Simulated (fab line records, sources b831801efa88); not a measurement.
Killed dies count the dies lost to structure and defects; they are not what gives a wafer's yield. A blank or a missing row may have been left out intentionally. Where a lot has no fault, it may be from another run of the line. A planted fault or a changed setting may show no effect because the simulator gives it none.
The tool behind it: which one? + flow sky130 + 36 wafers from 12 lots sampled at 5 of the route's 708 steps

WHAT THE GAUGES READ, wafer by wafer
SKY_VIA2_RS_MEAS_22: a four-point-probe measurement.
| lot  | measured     | on            | VIA2_W_RS (ohm/sq) |
|------|--------------|---------------|--------------------|
| L862 | day 36 06:38 | film_metro-01 | 0.269 0.270 0.271  |
| L863 | day 36 21:01 | film_metro-02 | 0.268 0.266 0.271  |
| L864 | day 37 03:32 | film_metro-01 | 0.281 0.275 0.273  |
| L865 | day 37 14:21 | film_metro-01 | 0.273 0.272 0.275  |
| L866 | day 38 04:46 | film_metro-02 | 0.276 0.273 0.272  |
| L868 | day 38 20:51 | film_metro-02 | 0.271 0.272 0.270  |
| L871 | day 39 09:34 | film_metro-02 | 0.264 0.278 0.266  |
| L873 | day 40 03:07 | film_metro-04 | 0.274 0.262 0.274  |
| L882 | day 42 12:46 | film_metro-02 | 0.272 0.270 0.272  |
| L883 | day 42 21:22 | film_metro-02 | 0.270 0.270 0.274  |
| L884 | day 43 00:06 | film_metro-02 | 0.276 0.274 0.275  |
| L885 | day 43 04:55 | film_metro-02 | 0.273 0.278 0.272  |

SKY_CAPM_RS_MEAS_03: a four-point-probe measurement.
| lot  | measured     | on            | CAPM_TIN_RS (ohm/sq) |
|------|--------------|---------------|----------------------|
| L862 | day 36 07:28 | film_metro-02 | 6.81 6.77 6.93       |
| L863 | day 36 21:50 | film_metro-03 | 6.86 7.04 6.86       |
| L864 | day 37 04:22 | film_metro-03 | 6.78 6.66 6.86       |
| L865 | day 37 15:10 | film_metro-01 | 6.81 6.89 6.93       |
| L866 | day 38 05:35 | film_metro-02 | 6.93 6.89 6.87       |
| L868 | day 38 21:41 | film_metro-02 | 6.79 6.86 6.86       |
| L871 | day 39 10:23 | film_metro-03 | 6.93 6.91 6.98       |
| L873 | day 40 03:57 | film_metro-01 | 7.04 6.97 6.98       |
| L882 | day 42 13:35 | film_metro-01 | 7.05 6.92 7.05       |
| L883 | day 42 22:12 | film_metro-01 | 6.85 6.87 6.94       |
| L884 | day 43 00:55 | film_metro-01 | 6.85 6.86 6.81       |
| L885 | day 43 05:44 | film_metro-02 | 7.03 6.97 7.05       |

EACH LOT AND THE TOOL THAT RAN IT (in order: tool; ch and the chambers of the sampled wafers; start)
| lot  | SKY_VIA2_CVD_21               | SKY_METAL3_SPUTTER_01        | SKY_METAL3_SPUTTER_03        |
|------|-------------------------------|------------------------------|------------------------------|
| L862 | cvd_w-01 ch 1, day 36 06:29   | pvd_sputter-03, day 36 07:07 | pvd_sputter-03, day 36 07:11 |
| L863 | cvd_w-01 ch 0,1, day 36 20:53 | pvd_sputter-01, day 36 21:31 | pvd_sputter-01, day 36 21:35 |
| L864 | cvd_w-02 ch 0,1, day 37 03:25 | pvd_sputter-01, day 37 04:00 | pvd_sputter-01, day 37 04:04 |
| L865 | cvd_w-02 ch 0,1, day 37 14:13 | pvd_sputter-02, day 37 14:51 | pvd_sputter-02, day 37 14:55 |
| L866 | cvd_w-02 ch 0,1, day 38 04:37 | pvd_sputter-03, day 38 05:12 | pvd_sputter-03, day 38 05:16 |
| L868 | cvd_w-02 ch 0,1, day 38 20:43 | pvd_sputter-02, day 38 21:21 | pvd_sputter-02, day 38 21:25 |
| L871 | cvd_w-02 ch 0,1, day 39 09:25 | pvd_sputter-03, day 39 10:00 | pvd_sputter-03, day 39 10:04 |
| L873 | cvd_w-02 ch 0,1, day 40 02:58 | pvd_sputter-01, day 40 03:36 | pvd_sputter-01, day 40 03:40 |
| L882 | cvd_w-01 ch 0,1, day 42 12:38 | pvd_sputter-01, day 42 13:16 | pvd_sputter-01, day 42 13:20 |
| L883 | cvd_w-02 ch 0, day 42 21:08   | pvd_sputter-02, day 42 21:51 | pvd_sputter-02, day 42 21:55 |
| L884 | cvd_w-01 ch 0,1, day 42 23:58 | pvd_sputter-01, day 43 00:36 | pvd_sputter-01, day 43 00:40 |
| L885 | cvd_w-01 ch 0,1, day 43 04:46 | pvd_sputter-03, day 43 05:21 | pvd_sputter-03, day 43 05:25 |
- SKY_VIA2_CVD_21: deposits W, target thk 420 nm, time 126.4 s.
- SKY_METAL3_SPUTTER_01: material TiN, target thk 20 nm, time 16.7 s.
- SKY_METAL3_SPUTTER_03: material Ti, target thk 5 nm, time 3.3 s.

AS READ BY THE TOOLS THEMSELVES (means over the sampled wafers that have a number; for cases with no such wafer, the mark the record gives instead)
SKY_VIA2_CVD_21.
| lot  | tool     | chamber_pressure_Torr (Torr) | heater_power_w (W) |
|------|----------|------------------------------|--------------------|
| L862 | cvd_w-01 | 40.06                        | 962                |
| L863 | cvd_w-01 | 39.97                        | 899                |
| L864 | cvd_w-02 | 40.11                        | 743                |
| L865 | cvd_w-02 | 40.12                        | 752                |
| L866 | cvd_w-02 | 39.94                        | 701                |
| L868 | cvd_w-02 | 40.07                        | 702                |
| L871 | cvd_w-02 | 42.45                        | 717                |
| L873 | cvd_w-02 | 41.23                        | 753                |
| L882 | cvd_w-01 | 40.00                        | 853                |
| L883 | cvd_w-02 | 39.93                        | 786                |
| L884 | cvd_w-01 | 40.08                        | 863                |
| L885 | cvd_w-01 | 39.91                        | 888                |

SKY_METAL3_SPUTTER_01.
| lot  | tool           | throttle_valve_pct (%) |
|------|----------------|------------------------|
| L862 | pvd_sputter-03 | 29.9                   |
| L863 | pvd_sputter-01 | 29.3                   |
| L864 | pvd_sputter-01 | 29.1                   |
| L865 | pvd_sputter-02 | 29.4                   |
| L866 | pvd_sputter-03 | 29.8                   |
| L868 | pvd_sputter-02 | 29.2                   |
| L871 | pvd_sputter-03 | 30.7                   |
| L873 | pvd_sputter-01 | 29.9                   |
| L882 | pvd_sputter-01 | 30.5                   |
| L883 | pvd_sputter-02 | 29.3                   |
| L884 | pvd_sputter-01 | 29.2                   |
| L885 | pvd_sputter-03 | 29.8                   |

SKY_METAL3_SPUTTER_03.
| lot  | tool           | throttle_valve_pct (%) |
|------|----------------|------------------------|
| L862 | pvd_sputter-03 | 29.9                   |
| L863 | pvd_sputter-01 | 29.5                   |
| L864 | pvd_sputter-01 | 29.0                   |
| L865 | pvd_sputter-02 | 29.3                   |
| L866 | pvd_sputter-03 | 29.8                   |
| L868 | pvd_sputter-02 | 29.4                   |
| L871 | pvd_sputter-03 | 30.8                   |
| L873 | pvd_sputter-01 | 29.9                   |
| L882 | pvd_sputter-01 | 30.2                   |
| L883 | pvd_sputter-02 | 29.2                   |
| L884 | pvd_sputter-01 | 29.2                   |
| L885 | pvd_sputter-03 | 30.0                   |

THE ANSWER, worked out from the rows above alone
Rule: the usual values come from the lots themselves. The widest of any qualifying gaps counts: lots, ordered by their means at a reading, are off when they make up no more than a third of the lots, leave a main group of 4 or more, and stand apart from it by 3 or more times the standard deviation of that group's means. A main group is skipped when, at the precision printed for the reading in the tables above, its means are all equal. Also off: a lot with no number at a reading for which 4 or more lots have one. All remaining lots with rows at the step are treated as sound. Order of review: gauges by route order, followed by the tools' own readings, for which a lot's mean as printed above is used. At the first step where some lot is off, the reading lying furthest off is the one used; lots without a number count as furthest.
Off at SKY_VIA2_CVD_21 (chamber_pressure_Torr): L871, L873. The main group has a mean of 40.02 Torr with a standard deviation of 0.074.
If a tool, at that step or one of the process steps before it, ran each lot that is off and ran no sound lot following the first of them, it fits. None of those tried fits.

WHAT HAD BEEN PUT IN BY THE SIMULATOR
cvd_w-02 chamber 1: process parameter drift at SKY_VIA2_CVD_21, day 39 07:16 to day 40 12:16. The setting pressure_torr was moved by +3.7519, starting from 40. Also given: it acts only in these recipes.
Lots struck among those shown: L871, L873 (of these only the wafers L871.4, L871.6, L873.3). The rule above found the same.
